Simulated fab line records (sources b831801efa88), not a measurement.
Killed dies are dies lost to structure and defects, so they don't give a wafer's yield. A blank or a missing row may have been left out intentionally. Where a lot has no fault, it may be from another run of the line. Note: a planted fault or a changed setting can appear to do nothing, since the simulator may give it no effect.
fab line records + flow gf180mcu
record
- lots=13
- wafers=38
- last_day=34
route steps=602 shown MIM@513 V5@563 TOP_METAL@571 PASSIVATION@589
lots that met no fault: from a run of the same line without faults
start_h: hours from the record's opening day to when the first of the lot's shown wafers began + wait_h: hours from the lot's prior step to this one + " as in the row above + L1.1+2: a row that stands for several wafers + - no value, or no start was given + * or withheld: withheld + < > ~ a bound
route shown NAME@n: a module of which the file shows steps, and the number in the route of the first + usual: average and standard deviation across the fault-free wafers + same: alike in all rows + chamber/n: place in a boat + sites: readings site by site + _std_site: the standard deviation of these + _edge_site: the outer-site mean with the inner-site mean subtracted + radius_mm: how far each site lies from the wafer's centre + mask NAME#n: copy n + behind: the last tool/chamber to shape the wafer + hold: why the lot was held/for how many hours/how that ended + device: the n, p or np transistor that did not switch + end of line: the same wafers' tests at the end of the route + where a step has no rows: the recipe by itself + killed: at the first sort, the dies lost to defects and structure; wafer yield is something else + map: the dies of a wafer, with x for killed, . for not killed, _ for no die there
set.NAME: the setting as run; set.NAME@STEP: as run at that earlier step + model.NAME: the simulator's own value behind a step, which no gauge read
a sample of lots followed through the steps of the route, with each step as a table and each wafer as a row
services: when a tool's chamber went out of use (start_h, in hours from the record's first day, below 0 if earlier), for how many hours, and the reason
## steps
# step GF_MIM_RS_MEAS_10
# recipe
- thk_meas_gauge=four-point-probe
- reads=TiN_of_MIM_SPUTTER_09+AlCu_of_MIM_SPUTTER_08+TiN_of_MIM_SPUTTER_07
# usual
- MIM_ALCU_RS=0.1607/0.002
| lot.wafer | tool          | chamber | start_h | wait_h | MIM_ALCU_RS[ohm/sq] |
|-----------|---------------|---------|---------|--------|---------------------|
| L147.1    | film_metro-01 | -       | 564.21  | 0.0    | 0.1604              |
| L147.2    | "             | -       | "       | "      | 0.1603              |
| L147.6    | "             | -       | "       | "      | 0.1608              |
| L148.3    | film_metro-01 | -       | 577.77  | 0.1    | 0.1611              |
| L148.4    | "             | -       | "       | "      | 0.1663              |
| L148.5    | "             | -       | "       | "      | 0.1626              |
| L149.2    | film_metro-01 | -       | 583.01  | 0.0    | 0.1569              |
| L149.3    | "             | -       | "       | "      | 0.1563              |
| L149.6    | "             | -       | "       | "      | 0.1563              |
| L150.1    | film_metro-04 | -       | 594.53  | 0.0    | 0.1616              |
| L150.3    | "             | -       | "       | "      | 0.1609              |
| L150.6    | "             | -       | "       | "      | 0.1608              |
| L153.2    | film_metro-01 | -       | 618.92  | 0.0    | 0.1591              |
| L153.6    | "             | -       | "       | "      | 0.1591              |
| L154.1    | film_metro-03 | -       | 624.40  | 0.0    | 0.1616              |
| L154.4    | "             | -       | "       | "      | 0.1613              |
| L154.6    | "             | -       | "       | "      | 0.1632              |
| L161.2    | film_metro-01 | -       | 672.34  | 0.0    | 0.1600              |
| L161.4    | "             | -       | "       | "      | 0.1597              |
| L161.6    | "             | -       | "       | "      | 0.1582              |
| L162.1    | film_metro-04 | -       | 679.41  | 0.0    | 0.1637              |
| L162.4    | "             | -       | "       | "      | 0.1628              |
| L162.6    | "             | -       | "       | "      | 0.1614              |
| L164.2    | film_metro-03 | -       | 692.13  | 0.0    | 0.1613              |
| L164.4    | "             | -       | "       | "      | 0.1628              |
| L164.6    | "             | -       | "       | "      | 0.1599              |
| L166.1    | film_metro-04 | -       | 709.88  | 0.0    | 0.1592              |
| L166.2    | "             | -       | "       | "      | 0.1613              |
| L166.5    | "             | -       | "       | "      | 0.1593              |
| L167.1    | film_metro-01 | -       | 716.83  | 0.0    | 0.1619              |
| L167.2    | "             | -       | "       | "      | 0.1598              |
| L167.4    | "             | -       | "       | "      | 0.1598              |
| L168.1    | film_metro-04 | -       | 716.97  | 0.0    | 0.1581              |
| L168.3    | "             | -       | "       | "      | 0.1606              |
| L168.5    | "             | -       | "       | "      | 0.1591              |
| L169.1    | film_metro-01 | -       | 722.29  | 0.0    | 0.1594              |
| L169.4    | "             | -       | "       | "      | 0.1612              |
| L169.5    | "             | -       | "       | "      | 0.1588              |
# step GF_V5_CVD_23
# recipe
- material=W
- target_thk_nm=350
- time_s=104.9
- temp_c=400
- pressure_torr=40
# usual
- heater_power_w=863/99
| lot.wafer | tool     | chamber | start_h | wait_h | heater_power_w | since_wet_clean_h |
|-----------|----------|---------|---------|--------|----------------|-------------------|
| L147.1    | cvd_w-01 | 1       | 631.06  | 0.0    | 1028           | 727               |
| L147.2    | "        | 0       | "       | "      | 746            | 727               |
| L147.6    | "        | 0       | "       | "      | 761            | -                 |
| L148.3    | cvd_w-01 | 0       | 642.53  | 0.1    | 767            | -                 |
| L148.4    | "        | 1       | "       | "      | 1004           | -                 |
| L148.5    | "        | 1       | "       | "      | 1003           | -                 |
| L149.2    | cvd_w-01 | 0       | 647.20  | 0.1    | 763            | -                 |
| L149.3    | "        | 0       | "       | "      | 742            | -                 |
| L149.6    | "        | 0       | "       | "      | 762            | -                 |
| L150.1    | cvd_w-01 | 0       | 659.24  | 0.0    | 756            | 755               |
| L150.3    | "        | 1       | "       | "      | 1006           | -                 |
| L150.6    | "        | 1       | "       | "      | 1038           | -                 |
| L153.2    | cvd_w-02 | 0       | 681.81  | 0.0    | 803            | 278               |
| L153.6    | "        | 1       | "       | "      | 864            | -                 |
| L154.1    | cvd_w-01 | 0       | 686.16  | 0.0    | 737            | 782               |
| L154.4    | "        | 0       | "       | "      | 799            | -                 |
| L154.6    | "        | 0       | "       | "      | 760            | -                 |
| L161.2    | cvd_w-02 | 1       | 729.89  | 0.0    | 856            | 326               |
| L161.4    | "        | 0       | "       | "      | 801            | -                 |
| L161.6    | "        | 0       | "       | "      | 805            | -                 |
| L162.1    | cvd_w-02 | 1       | 736.46  | 0.0    | 858            | 332               |
| L162.4    | "        | 0       | "       | "      | 816            | -                 |
| L162.6    | "        | 1       | "       | "      | 882            | -                 |
| L164.2    | cvd_w-02 | 0       | 747.41  | 0.0    | 810            | 343               |
| L164.4    | "        | 0       | "       | "      | 825            | -                 |
| L164.6    | "        | 1       | "       | "      | 865            | -                 |
| L166.1    | cvd_w-01 | 0       | 764.64  | 0.0    | 781            | 861               |
| L166.2    | "        | 1       | "       | "      | 999            | 861               |
| L166.5    | "        | 0       | "       | "      | 785            | -                 |
| L167.1    | cvd_w-01 | 0       | 770.29  | 0.0    | 769            | 866               |
| L167.2    | "        | 1       | "       | "      | 1002           | 866               |
| L167.4    | "        | 0       | "       | "      | 777            | -                 |
| L168.1    | cvd_w-01 | 1       | 771.19  | 0.0    | 1030           | 867               |
| L168.3    | "        | 1       | "       | "      | 1007           | -                 |
| L168.5    | "        | 1       | "       | "      | 1015           | -                 |
| L169.1    | cvd_w-01 | 1       | 775.49  | 0.0    | 1020           | 872               |
| L169.4    | "        | 1       | "       | "      | 982            | -                 |
| L169.5    | "        | 0       | "       | "      | 761            | -                 |
# step GF_TOP_METAL_SPUTTER_04
# recipe
- material=TiN
- target_thk_nm=25
- power_w=6500
- time_s=20.8
- chamber_pressure_pa=0.4
# usual
- cathode_dc_power_W=6500.1/1.1
- throttle_valve_pct=29.6/1
| lot.wafer | tool           | chamber | start_h | wait_h | cathode_dc_power_W | throttle_valve_pct |
|-----------|----------------|---------|---------|--------|--------------------|--------------------|
| L147.1    | pvd_sputter-02 | -       | 631.84  | 0.0    | 6499.5             | 29.5               |
| L147.2    | "              | -       | "       | "      | 6499.6             | 29.9               |
| L147.6    | "              | -       | "       | "      | 6500.5             | 29.5               |
| L148.3    | pvd_sputter-02 | -       | 643.30  | 0.0    | 6500.7             | 29.5               |
| L148.4    | "              | -       | "       | "      | 6501.1             | 29.3               |
| L148.5    | "              | -       | "       | "      | 6499.3             | 29.5               |
| L149.2    | pvd_sputter-02 | -       | 648.06  | 0.0    | 6498.5             | 29.4               |
| L149.3    | "              | -       | "       | "      | 6500.0             | 30.0               |
| L149.6    | "              | -       | "       | "      | 6498.5             | 30.0               |
| L150.1    | pvd_sputter-02 | -       | 660.02  | 0.0    | 6501.2             | 29.5               |
| L150.3    | "              | -       | "       | "      | 6499.1             | 29.6               |
| L150.6    | "              | -       | "       | "      | 6500.9             | 29.0               |
| L153.2    | pvd_sputter-02 | -       | 682.59  | 0.0    | 6499.9             | 28.7               |
| L153.6    | "              | -       | "       | "      | 6499.4             | 30.0               |
| L154.1    | pvd_sputter-02 | -       | 686.94  | 0.0    | 6499.3             | 28.8               |
| L154.4    | "              | -       | "       | "      | 6501.4             | 29.4               |
| L154.6    | "              | -       | "       | "      | 6502.1             | 29.0               |
| L161.2    | pvd_sputter-02 | -       | 730.68  | 0.0    | 6501.0             | 28.9               |
| L161.4    | "              | -       | "       | "      | 6499.1             | 29.8               |
| L161.6    | "              | -       | "       | "      | 6501.2             | 30.1               |
| L162.1    | pvd_sputter-04 | -       | 737.24  | 0.0    | 6501.7             | 28.8               |
| L162.4    | "              | -       | "       | "      | 6501.2             | 30.4               |
| L162.6    | "              | -       | "       | "      | 6501.8             | 31.3               |
| L164.2    | pvd_sputter-03 | -       | 748.41  | 0.0    | 6498.1             | 30.6               |
| L164.4    | "              | -       | "       | "      | 6501.0             | 29.5               |
| L164.6    | "              | -       | "       | "      | 6499.9             | 29.1               |
| L166.1    | pvd_sputter-04 | -       | 765.42  | 0.0    | 6499.3             | 31.2               |
| L166.2    | "              | -       | "       | "      | 6500.1             | 29.5               |
| L166.5    | "              | -       | "       | "      | 6498.5             | 28.4               |
| L167.1    | pvd_sputter-03 | -       | 771.08  | 0.0    | 6499.9             | 27.5               |
| L167.2    | "              | -       | "       | "      | 6500.1             | 30.6               |
| L167.4    | "              | -       | "       | "      | 6499.6             | 30.6               |
| L168.1    | pvd_sputter-04 | -       | 771.97  | 0.0    | 6499.9             | 28.6               |
| L168.3    | "              | -       | "       | "      | 6499.8             | 29.3               |
| L168.5    | "              | -       | "       | "      | 6500.1             | 31.3               |
| L169.1    | pvd_sputter-03 | -       | 776.28  | 0.0    | 6499.3             | 30.7               |
| L169.4    | "              | -       | "       | "      | 6496.9             | 27.1               |
| L169.5    | "              | -       | "       | "      | 6501.2             | 30.3               |
# step GF_PASSIVATION_CVD_02
# recipe
- material=Si3N4
- target_thk_nm=700
- time_s=486.18
- temp_c=400
- rf_w=450
# usual
- heater_power_w=727/130
| lot.wafer | tool     | chamber | start_h | wait_h | heater_power_w | since_wet_clean_h |
|-----------|----------|---------|---------|--------|----------------|-------------------|
| L147.1    | pecvd-01 | 0       | 651.98  | 0.1    | 775            | 47                |
| L147.2    | "        | 1       | "       | "      | 691            | 47                |
| L147.6    | "        | 0       | "       | "      | 819            | -                 |
| L148.3    | pecvd-03 | 1       | 664.07  | 0.0    | 617            | 281               |
| L148.4    | "        | 2       | "       | "      | 579            | -                 |
| L148.5    | "        | 0       | "       | "      | 548            | -                 |
| L149.2    | pecvd-02 | 1       | 668.87  | 0.0    | 651            | 494               |
| L149.3    | "        | 2       | "       | "      | 880            | 494               |
| L149.6    | "        | 2       | "       | "      | 728            | -                 |
| L150.1    | pecvd-01 | 1       | 680.27  | 0.1    | 613            | 75                |
| L150.3    | "        | 2       | "       | "      | 814            | 75                |
| L150.6    | "        | 1       | "       | "      | 649            | -                 |
| L153.2    | pecvd-01 | 0       | 702.50  | 0.0    | 774            | 97                |
| L153.6    | "        | 1       | "       | "      | 720            | -                 |
| L154.1    | pecvd-02 | 0       | 707.05  | 0.1    | 749            | 532               |
| L154.4    | "        | 1       | "       | "      | 679            | -                 |
| L154.6    | "        | 2       | "       | "      | 911            | -                 |
| L161.2    | pecvd-03 | 2       | 748.67  | 0.0    | 677            | 366               |
| L161.4    | "        | 2       | "       | "      | 714            | -                 |
| L161.6    | "        | 0       | "       | "      | 441            | -                 |
| L162.1    | pecvd-03 | 2       | 754.52  | 0.1    | 673            | 372               |
| L162.4    | "        | 0       | "       | "      | 554            | -                 |
| L162.6    | "        | 2       | "       | "      | 705            | -                 |
| L164.2    | pecvd-02 | 1       | 765.97  | 0.0    | 610            | 591               |
| L164.4    | "        | 0       | "       | "      | 824            | -                 |
| L164.6    | "        | 1       | "       | "      | 641            | -                 |
| L166.1    | pecvd-03 | 0       | 782.18  | 0.1    | 552            | 399               |
| L166.2    | "        | 1       | "       | "      | 670            | 399               |
| L166.5    | "        | 1       | "       | "      | 546            | -                 |
| L167.1    | pecvd-02 | 1       | 787.80  | 0.1    | 581            | 613               |
| L167.2    | "        | 2       | "       | "      | 886            | 613               |
| L167.4    | "        | 1       | "       | "      | 636            | -                 |
| L168.1    | pecvd-03 | 0       | 788.43  | 0.1    | 523            | 406               |
| L168.3    | "        | 1       | "       | "      | 610            | -                 |
| L168.5    | "        | 1       | "       | "      | 640            | -                 |
| L169.1    | pecvd-01 | 2       | 792.66  | 0.1    | 822            | 188               |
| L169.4    | "        | 1       | "       | "      | 657            | -                 |
| L169.5    | "        | 2       | "       | "      | 882            | -                 |
# step GF_PASSIVATION_THK_MEAS_03
# recipe
- reads=Si3N4_of_PASSIVATION_CVD_02
# usual
- PASSIVATION_CVD_02_THK=702/8.8
| lot.wafer | tool          | chamber | start_h | wait_h | PASSIVATION_CVD_02_THK[nm] |
|-----------|---------------|---------|---------|--------|----------------------------|
| L147.1    | film_metro-04 | -       | 652.26  | 0.1    | 695                        |
| L147.2    | "             | -       | "       | "      | 705                        |
| L147.6    | "             | -       | "       | "      | 704                        |
| L148.3    | film_metro-04 | -       | 664.38  | 0.2    | 691                        |
| L148.4    | "             | -       | "       | "      | 713                        |
| L148.5    | "             | -       | "       | "      | 714                        |
| L149.2    | film_metro-01 | -       | 669.17  | 0.2    | 701                        |
| L149.3    | "             | -       | "       | "      | 703                        |
| L149.6    | "             | -       | "       | "      | 705                        |
| L150.1    | film_metro-02 | -       | 680.56  | 0.1    | 698                        |
| L150.3    | "             | -       | "       | "      | 698                        |
| L150.6    | "             | -       | "       | "      | 697                        |
| L153.2    | film_metro-04 | -       | 702.79  | 0.2    | 691                        |
| L153.6    | "             | -       | "       | "      | 933                        |
| L154.1    | film_metro-02 | -       | 707.34  | 0.1    | 705                        |
| L154.4    | "             | -       | "       | "      | 697                        |
| L154.6    | "             | -       | "       | "      | 713                        |
| L161.2    | film_metro-04 | -       | 748.97  | 0.2    | 695                        |
| L161.4    | "             | -       | "       | "      | 701                        |
| L161.6    | "             | -       | "       | "      | 713                        |
| L162.1    | film_metro-02 | -       | 754.81  | 0.1    | 690                        |
| L162.4    | "             | -       | "       | "      | 713                        |
| L162.6    | "             | -       | "       | "      | 699                        |
| L164.2    | film_metro-01 | -       | 766.27  | 0.2    | 694                        |
| L164.4    | "             | -       | "       | "      | 711                        |
| L164.6    | "             | -       | "       | "      | 704                        |
| L166.1    | film_metro-04 | -       | 782.61  | 0.3    | 685                        |
| L166.2    | "             | -       | "       | "      | 678                        |
| L166.5    | "             | -       | "       | "      | 687                        |
| L167.1    | film_metro-01 | -       | 788.08  | 0.1    | 704                        |
| L167.2    | "             | -       | "       | "      | 705                        |
| L167.4    | "             | -       | "       | "      | 700                        |
| L168.1    | film_metro-04 | -       | 788.86  | 0.3    | 696                        |
| L168.3    | "             | -       | "       | "      | 693                        |
| L168.5    | "             | -       | "       | "      | 692                        |
| L169.1    | film_metro-01 | -       | 792.95  | 0.1    | 707                        |
| L169.4    | "             | -       | "       | "      | 711                        |
| L169.5    | "             | -       | "       | "      | 721                        |
# step GF_PASSIVATION_ETCH_11
# recipe
- chemistry=CF4/O2
- target_depth_nm=2040
- stop_on=TiN
- source_w=800
- bias_w=150
- pressure_mtorr=150
- cf4_flow_sccm=80
- O2_flow_sccm=10
- time_s=453.3
# usual
- chamber_pressure_mTorr=149.99/0.13
- drypump_motor_current_A=5.5/0.52
- oes_product_au=0.991/0.0055
- throttle_valve_pct=5.967/0.0095
| lot.wafer | tool        | chamber | start_h | wait_h | chamber_pressure_mTorr | drypump_motor_current_A | oes_product_au | rf_hours_counter_h | throttle_valve_pct |
|-----------|-------------|---------|---------|--------|------------------------|-------------------------|----------------|--------------------|--------------------|
| L147.1    | rie_diel-03 | 0       | 671.25  | -      | 149.90                 | 5.2                     | 0.983          | 13                 | 5.959              |
| L147.2    | "           | 2       | "       | "      | 149.92                 | 4.8                     | 0.997          | 69                 | 5.985              |
| L147.6    | "           | 2       | "       | "      | 149.96                 | 4.8                     | 0.992          | -                  | 5.961              |
| L148.3    | rie_diel-03 | 1       | 683.20  | -      | 149.93                 | 6.2                     | 0.989          | 0                  | 5.957              |
| L148.4    | "           | 0       | "       | "      | 149.87                 | 5.2                     | 0.984          | -                  | 5.952              |
| L148.5    | "           | 3       | "       | "      | 149.81                 | 5.1                     | 0.989          | -                  | 5.986              |
| L149.2    | rie_diel-02 | 2       | 688.51  | -      | 150.10                 | 5.3                     | 0.984          | 3                  | 5.957              |
| L149.3    | "           | 0       | "       | "      | 149.91                 | 4.8                     | 0.984          | 21                 | 5.966              |
| L149.6    | "           | 1       | "       | "      | 149.77                 | 5.9                     | 0.993          | -                  | 5.970              |
| L150.1    | rie_diel-02 | 1       | 699.36  | -      | 150.00                 | 5.9                     | 0.994          | 1                  | 5.975              |
| L150.3    | "           | 3       | "       | "      | 149.91                 | 5.9                     | 1.000          | 11                 | 5.981              |
| L150.6    | "           | 3       | "       | "      | 150.12                 | 5.9                     | 0.994          | -                  | 5.966              |
| L153.2    | rie_diel-03 | 0       | 720.80  | -      | 149.85                 | 5.2                     | 0.986          | 15                 | 5.954              |
| L153.6    | "           | 3       | "       | "      | 149.85                 | 5.1                     | 0.975          | -                  | 5.961              |
| L154.1    | rie_diel-02 | 3       | 724.96  | -      | 149.89                 | 5.8                     | 0.990          | 13                 | 5.974              |
| L154.4    | "           | 0       | "       | "      | 149.92                 | 4.8                     | 0.988          | 22                 | 5.977              |
| L154.6    | "           | 2       | "       | "      | 149.90                 | 5.2                     | 0.992          | -                  | 5.957              |
| L161.2    | rie_diel-04 | 3       | 764.92  | -      | 150.21                 | 5.4                     | 0.997          | 12                 | 5.965              |
| L161.4    | "           | 1       | "       | "      | 149.98                 | 6.1                     | 1.001          | 42                 | 5.972              |
| L161.6    | "           | 3       | "       | "      | 150.03                 | 5.4                     | 0.990          | -                  | 5.960              |
| L162.1    | rie_diel-04 | 0       | 771.91  | -      | 149.84                 | 5.6                     | 0.992          | 17                 | 5.956              |
| L162.4    | "           | 2       | "       | "      | 149.72                 | 6.5                     | 0.980          | 16                 | 5.962              |
| L162.6    | "           | 1       | "       | "      | 149.96                 | 6.1                     | 0.988          | -                  | 5.972              |
| L164.2    | rie_diel-04 | 3       | 781.96  | -      | 150.03                 | 5.4                     | 0.995          | 13                 | 5.971              |
| L164.4    | "           | 2       | "       | "      | 150.10                 | 6.5                     | 0.990          | 17                 | 5.976              |
| L164.6    | "           | 0       | "       | "      | 149.98                 | 5.7                     | 0.990          | -                  | 5.961              |
| L166.1    | rie_diel-02 | 2       | 798.06  | -      | 149.93                 | 5.2                     | 1.004          | 8                  | 5.967              |
| L166.2    | "           | 0       | "       | "      | 150.05                 | 4.8                     | 0.996          | 26                 | 5.970              |
| L166.5    | "           | 2       | "       | "      | 150.10                 | 5.2                     | 0.983          | -                  | 5.955              |
| L167.1    | rie_diel-02 | 1       | 803.06  | -      | 150.23                 | 5.9                     | 0.989          | 6                  | 5.981              |
| L167.2    | "           | 0       | "       | "      | 149.91                 | 4.8                     | 0.993          | 26                 | 5.962              |
| L167.4    | "           | 2       | "       | "      | 149.99                 | 5.2                     | 0.992          | 9                  | 5.954              |
| L168.1    | rie_diel-03 | 2       | 804.01  | -      | 150.06                 | 4.8                     | 0.992          | 5                  | 5.975              |
| L168.3    | "           | 1       | "       | "      | 149.70                 | 6.2                     | 0.996          | 4                  | 5.961              |
| L168.5    | "           | 0       | "       | "      | 149.72                 | 5.2                     | 0.992          | -                  | 5.974              |
| L169.1    | rie_diel-03 | 2       | 807.81  | -      | 150.03                 | 4.8                     | 0.986          | 6                  | 5.958              |
| L169.4    | "           | 0       | "       | "      | 149.85                 | 5.2                     | 0.986          | 20                 | 5.981              |
| L169.5    | "           | 1       | "       | "      | 150.14                 | 6.2                     | 0.995          | -                  | 5.968              |
## services
| tool           | chamber | start_h | hours | kind                   |
|----------------|---------|---------|-------|------------------------|
| pvd_sputter-03 | -       | 617.91  | 3.2   | repair                 |
| pvd_sputter-02 | -       | 627.58  | 1.6   | repair                 |
| cvd_w-02       | 1       | 633.90  | 4.2   | repair                 |
| cvd_w-01       | 1       | 644.04  | 4.5   | repair                 |
| pvd_sputter-02 | 0       | 652.92  | -     | consumable_replace:kit |
| pecvd-03       | 0       | 671.42  | 7.3   | repair                 |
| cvd_w-01       | 1       | 687.77  | 17.5  | repair                 |
| rie_diel-04    | 1       | 695.66  | 7.5   | repair                 |
| cvd_w-02       | 0       | 708.61  | 3.1   | repair                 |
| rie_diel-03    | 1       | 710.50  | 29.3  | repair                 |
| rie_diel-04    | 3       | 723.42  | 3.8   | repair                 |
| pecvd-01       | 0       | 727.96  | 16.3  | repair                 |
| cvd_w-02       | -       | 740.46  | 6.9   | pm                     |
| pvd_sputter-04 | -       | 744.64  | 2.2   | repair                 |
| rie_diel-02    | 2       | 745.27  | 7.4   | repair                 |
| cvd_w-02       | -       | 763.95  | 31.7  | repair                 |
| pvd_sputter-02 | -       | 769.42  | 4.8   | repair                 |
| pecvd-03       | -       | 770.17  | 6.0   | pm                     |
| pecvd-03       | -       | 778.21  | 2.8   | pm                     |
| pecvd-03       | 2       | 781.83  | 14.2  | repair                 |
| rie_diel-02    | 2       | 787.29  | 6.3   | repair                 |
| rie_diel-03    | -       | 789.68  | 1.0   | repair                 |
| cvd_w-01       | -       | 797.36  | 0.5   | repair                 |
| pvd_sputter-03 | -       | 797.96  | 2.3   | repair                 |
## key
first_sign
- step=GF_PASSIVATION_THK_MEAS_03
- reading=PASSIVATION_CVD_02_THK
- direction=up
- sigmas=26
- usual=702
- struck=933
effect
- step=GF_PASSIVATION_ETCH_11
- reading=oes_product_au
- direction=down
- sigmas=3.1
- usual=0.991
- struck=0.975
met_at GF_PASSIVATION_CVD_02
struck_lots L153
struck_wafers L153.6
later_rows_left_out L153.6
sort_left_out L153.6
not_acting_at GF_MIM_RS_MEAS_10,GF_V5_CVD_23,GF_TOP_METAL_SPUTTER_04
onset_between 680.27 702.50
fault
- kind=process_parameter_drift
- tool=pecvd-01
- chamber=-
- onset_h=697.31
- steps=GF_PASSIVATION_CVD_02
- channel=target_thk_nm
- offset=219.9
- shape=step
- end_h=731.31
- scope=struck_wafers_only
- acts_in=these_recipes_only
- stated=700
# sort_left_out: the simulated sort isn't trusted on such a fault, so these wafers' sort isn't shown, and their yield isn't known
# later_rows_left_out: the simulator's readings of these wafers behind a module that went badly wrong aren't trusted and aren't shown, but for the sort
